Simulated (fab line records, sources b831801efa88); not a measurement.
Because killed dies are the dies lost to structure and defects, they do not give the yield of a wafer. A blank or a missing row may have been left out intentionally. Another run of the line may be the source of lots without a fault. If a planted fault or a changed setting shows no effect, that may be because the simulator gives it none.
fab line records :: flow sfq_line
record:
  lots: 14
  wafers: 42
  last_day: 91
route steps=325 shown JJ@188
lots that met no fault: taken from a fault-free run of the same line
start_h: start of the lot's first displayed wafer, in hours after the record's first day :: wait_h: time in hours since the lot's previous step :: " identical to the entry in the row above :: L1.1+2: several wafers, shown together as one row :: - no value, or no start was given :: * or withheld: withheld :: < > ~ a bound
route shown NAME@n: NAME is a module with steps in the file, n the number in the route of the first one :: usual: mean/standard deviation taken from wafers without a fault :: same: alike in all rows :: chamber/n: place in a boat :: sites: per-site readings :: _std_site: the standard deviation of these :: _edge_site: the outer-site mean with the inner-site mean subtracted :: radius_mm: for every site, how far away it sits from the centre of the wafer :: mask NAME#n: copy n :: behind: the tool/chamber that last shaped the wafer :: hold: why the lot went on hold/how many hours it stayed there/how the hold came to an end :: device: the n, p or np transistor that did not switch :: end of line: tests of these same wafers at the route's end :: a step with no rows: only its recipe :: killed: dies lost to structure and defects at the first sort, not the wafer's yield :: map: a wafer's dies, x killed, . not, _ none there
set.NAME: the setting that was run; set.NAME@STEP: the one run at that earlier step :: model.NAME: the simulator's own value behind a step, which no gauge read
steps of the route over a sample of lots; a table a step, a row a wafer
services: from which hour (start_h, from the record's first day; less than 0 if before it) a tool's chamber was out of use, for how many hours, and why
== steps ==
step: SFQ_TRILAYER_JJ_CE_LITHO_EXPOSE_115
recipe:
  mask_id: J5
  na: 0.6
  source_shape: conventional
  sigma_outer: 0.65
  target_cd_nm: 700
  dose_mj: 14.4
lot.wafer: L663.1+2+6
tool: krf_scanner-02
chamber: 0
start_h: 1176.90
wait_h: -
mask: J5#0

lot.wafer: L666.2+5+6
tool: krf_scanner-01
chamber: 0
start_h: 1208.35
wait_h: -
mask: J5#0

lot.wafer: L667.1+4+6
tool: krf_scanner-01
chamber: 0
start_h: 1212.95
wait_h: -
mask: J5#0

lot.wafer: L668.1+4+6
tool: krf_scanner-01
chamber: 0
start_h: 1216.55
wait_h: -
mask: J5#0

lot.wafer: L670.2+3+4
tool: krf_scanner-01
chamber: 0
start_h: 1241.75
wait_h: -
mask: J5#0

lot.wafer: L671.1+2+3
tool: krf_scanner-01
chamber: 0
start_h: 1247.95
wait_h: -
mask: J5#0

lot.wafer: L672.1+2+6
tool: krf_scanner-01
chamber: 0
start_h: 1251.52
wait_h: -
mask: J5#0

lot.wafer: L673.4+5+6
tool: krf_scanner-02
chamber: 0
start_h: 1416.68
wait_h: -
mask: J5#0

lot.wafer: L678.1+3+4
tool: krf_scanner-01
chamber: 0
start_h: 1446.21
wait_h: -
mask: J5#0

lot.wafer: L681.1+3+6
tool: krf_scanner-01
chamber: 0
start_h: 1469.05
wait_h: -
mask: J5#0

lot.wafer: L682.2+5+6
tool: krf_scanner-01
chamber: 0
start_h: 1476.45
wait_h: -
mask: J5#0

lot.wafer: L684.2+3+6
tool: krf_scanner-02
chamber: 0
start_h: 1502.97
wait_h: -
mask: J5#0

lot.wafer: L685.1+2+6
tool: krf_scanner-02
chamber: 0
start_h: 1509.97
wait_h: -
mask: J5#0

lot.wafer: L686.1+2+4
tool: krf_scanner-02
chamber: 0
start_h: 1523.17
wait_h: -
mask: J5#0
step: SFQ_TRILAYER_JJ_CE_METRO_MEASURE_117
usual:
  cd_nm: 699.8/1.2
lot.wafer: L663.1
tool: cd_sem-02
chamber: -
start_h: 1178.44
wait_h: 0.0
cd_nm: 699.8

lot.wafer: L663.2
tool: cd_sem-02
chamber: -
start_h: 1178.44
wait_h: 0.0
cd_nm: 700.4

lot.wafer: L663.6
tool: cd_sem-02
chamber: -
start_h: 1178.44
wait_h: 0.0
cd_nm: 701.3

lot.wafer: L666.2
tool: cd_sem-02
chamber: -
start_h: 1209.89
wait_h: 0.2
cd_nm: 700.0

lot.wafer: L666.5
tool: cd_sem-02
chamber: -
start_h: 1209.89
wait_h: 0.2
cd_nm: 701.0

lot.wafer: L666.6
tool: cd_sem-02
chamber: -
start_h: 1209.89
wait_h: 0.2
cd_nm: 700.9

lot.wafer: L667.1
tool: cd_sem-01
chamber: -
start_h: 1214.49
wait_h: 0.0
cd_nm: 700.4

lot.wafer: L667.4
tool: cd_sem-01
chamber: -
start_h: 1214.49
wait_h: 0.0
cd_nm: 699.0

lot.wafer: L667.6
tool: cd_sem-01
chamber: -
start_h: 1214.49
wait_h: 0.0
cd_nm: 700.2

lot.wafer: L668.1
tool: cd_sem-02
chamber: -
start_h: 1218.09
wait_h: 0.0
cd_nm: 698.6

lot.wafer: L668.4
tool: cd_sem-02
chamber: -
start_h: 1218.09
wait_h: 0.0
cd_nm: 699.6

lot.wafer: L668.6
tool: cd_sem-02
chamber: -
start_h: 1218.09
wait_h: 0.0
cd_nm: 700.0

lot.wafer: L670.2
tool: cd_sem-02
chamber: -
start_h: 1243.29
wait_h: 0.2
cd_nm: 700.5

lot.wafer: L670.3
tool: cd_sem-02
chamber: -
start_h: 1243.29
wait_h: 0.2
cd_nm: 699.0

lot.wafer: L670.4
tool: cd_sem-02
chamber: -
start_h: 1243.29
wait_h: 0.2
cd_nm: 700.7

lot.wafer: L671.1
tool: cd_sem-01
chamber: -
start_h: 1249.49
wait_h: 0.0
cd_nm: 698.8

lot.wafer: L671.2
tool: cd_sem-01
chamber: -
start_h: 1249.49
wait_h: 0.0
cd_nm: 697.3

lot.wafer: L671.3
tool: cd_sem-01
chamber: -
start_h: 1249.49
wait_h: 0.0
cd_nm: 699.7

lot.wafer: L672.1
tool: cd_sem-02
chamber: -
start_h: 1253.06
wait_h: 0.0
cd_nm: 698.9

lot.wafer: L672.2
tool: cd_sem-02
chamber: -
start_h: 1253.06
wait_h: 0.0
cd_nm: 697.5

lot.wafer: L672.6
tool: cd_sem-02
chamber: -
start_h: 1253.06
wait_h: 0.0
cd_nm: 698.0

lot.wafer: L673.4
tool: cd_sem-01
chamber: -
start_h: 1418.22
wait_h: 0.6
cd_nm: 699.0

lot.wafer: L673.5
tool: cd_sem-01
chamber: -
start_h: 1418.22
wait_h: 0.6
cd_nm: 699.6

lot.wafer: L673.6
tool: cd_sem-01
chamber: -
start_h: 1418.22
wait_h: 0.6
cd_nm: 699.7

lot.wafer: L678.1
tool: cd_sem-02
chamber: -
start_h: 1447.74
wait_h: 0.0
cd_nm: 701.5

lot.wafer: L678.3
tool: cd_sem-02
chamber: -
start_h: 1447.74
wait_h: 0.0
cd_nm: 701.1

lot.wafer: L678.4
tool: cd_sem-02
chamber: -
start_h: 1447.74
wait_h: 0.0
cd_nm: 701.0

lot.wafer: L681.1
tool: cd_sem-01
chamber: -
start_h: 1470.58
wait_h: 0.0
cd_nm: 699.4

lot.wafer: L681.3
tool: cd_sem-01
chamber: -
start_h: 1470.58
wait_h: 0.0
cd_nm: 697.5

lot.wafer: L681.6
tool: cd_sem-01
chamber: -
start_h: 1470.58
wait_h: 0.0
cd_nm: 693.8

lot.wafer: L682.2
tool: cd_sem-02
chamber: -
start_h: 1477.98
wait_h: 0.2
cd_nm: 696.7

lot.wafer: L682.5
tool: cd_sem-02
chamber: -
start_h: 1477.98
wait_h: 0.2
cd_nm: 700.9

lot.wafer: L682.6
tool: cd_sem-02
chamber: -
start_h: 1477.98
wait_h: 0.2
cd_nm: 696.3

lot.wafer: L684.2
tool: cd_sem-02
chamber: -
start_h: 1504.51
wait_h: 0.2
cd_nm: 699.9

lot.wafer: L684.3
tool: cd_sem-02
chamber: -
start_h: 1504.51
wait_h: 0.2
cd_nm: 701.4

lot.wafer: L684.6
tool: cd_sem-02
chamber: -
start_h: 1504.51
wait_h: 0.2
cd_nm: 700.5

lot.wafer: L685.1
tool: cd_sem-01
chamber: -
start_h: 1511.51
wait_h: 0.0
cd_nm: 700.6

lot.wafer: L685.2
tool: cd_sem-01
chamber: -
start_h: 1511.51
wait_h: 0.0
cd_nm: 699.7

lot.wafer: L685.6
tool: cd_sem-01
chamber: -
start_h: 1511.51
wait_h: 0.0
cd_nm: 699.8

lot.wafer: L686.1
tool: cd_sem-02
chamber: -
start_h: 1524.71
wait_h: 0.0
cd_nm: 699.3

lot.wafer: L686.2
tool: cd_sem-02
chamber: -
start_h: 1524.71
wait_h: 0.0
cd_nm: 699.5

lot.wafer: L686.4
tool: cd_sem-02
chamber: -
start_h: 1524.71
wait_h: 0.0
cd_nm: 699.7
== services ==
tool: krf_scanner-01
chamber: -
start_h: 1156.38
hours: 1.0
kind: pm

tool: cd_sem-01
chamber: -
start_h: 1177.22
hours: 0.3
kind: pm

tool: cd_sem-02
chamber: -
start_h: 1177.56
hours: 0.7
kind: pm

tool: cd_sem-01
chamber: -
start_h: 1177.84
hours: 5.8
kind: repair

tool: cd_sem-01
chamber: -
start_h: 1183.68
hours: 2.2
kind: pm

tool: cd_sem-02
chamber: -
start_h: 1185.91
hours: 0.4
kind: pm

tool: krf_scanner-02
chamber: -
start_h: 1196.10
hours: 3.6
kind: pm

tool: cd_sem-01
chamber: -
start_h: 1197.96
hours: 1.0
kind: pm

tool: cd_sem-02
chamber: -
start_h: 1198.99
hours: 2.5
kind: pm

tool: krf_scanner-01
chamber: -
start_h: 1201.03
hours: 0.8
kind: pm

tool: cd_sem-02
chamber: -
start_h: 1201.47
hours: 1.1
kind: pm

tool: krf_scanner-01
chamber: -
start_h: 1257.15
hours: 1.3
kind: pm

tool: krf_scanner-01
chamber: -
start_h: 1293.31
hours: 2.1
kind: repair

tool: cd_sem-02
chamber: -
start_h: 1321.18
hours: 0.3
kind: pm

tool: krf_scanner-01
chamber: -
start_h: 1325.96
hours: 1.0
kind: pm

tool: krf_scanner-01
chamber: -
start_h: 1369.11
hours: 0.8
kind: pm

tool: cd_sem-02
chamber: -
start_h: 1382.89
hours: 1.1
kind: pm

tool: cd_sem-02
chamber: -
start_h: 1384.03
hours: 0.4
kind: pm

tool: krf_scanner-01
chamber: -
start_h: 1410.35
hours: 3.0
kind: pm

tool: krf_scanner-01
chamber: -
start_h: 1433.05
hours: 1.3
kind: pm

tool: cd_sem-02
chamber: -
start_h: 1451.38
hours: 0.7
kind: pm

tool: cd_sem-02
chamber: -
start_h: 1460.89
hours: 9.1
kind: pm

tool: krf_scanner-01
chamber: -
start_h: 1494.25
hours: 1.0
kind: pm

tool: cd_sem-02
chamber: -
start_h: 1505.51
hours: 0.2
kind: pm
== key ==
first_sign:
  step: SFQ_TRILAYER_JJ_CE_METRO_MEASURE_117
  reading: cd_nm
  direction: down
  sigmas: 3.6
  usual: 699.8
  struck: 695.6
effect none on later readings
met_at SFQ_TRILAYER_JJ_CE_LITHO_EXPOSE_115
struck_lots L681,L682
struck_wafers L681.6,L682.2,L682.6
onset_between 1446.21 1469.05
fault:
  kind: process_parameter_drift
  tool: krf_scanner-01
  chamber: -
  onset_h: 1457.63
  steps: SFQ_TRILAYER_JJ_CE_LITHO_EXPOSE_115
  channel: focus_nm
  offset: 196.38
  shape: step
  end_h: 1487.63
  scope: struck_wafers_only
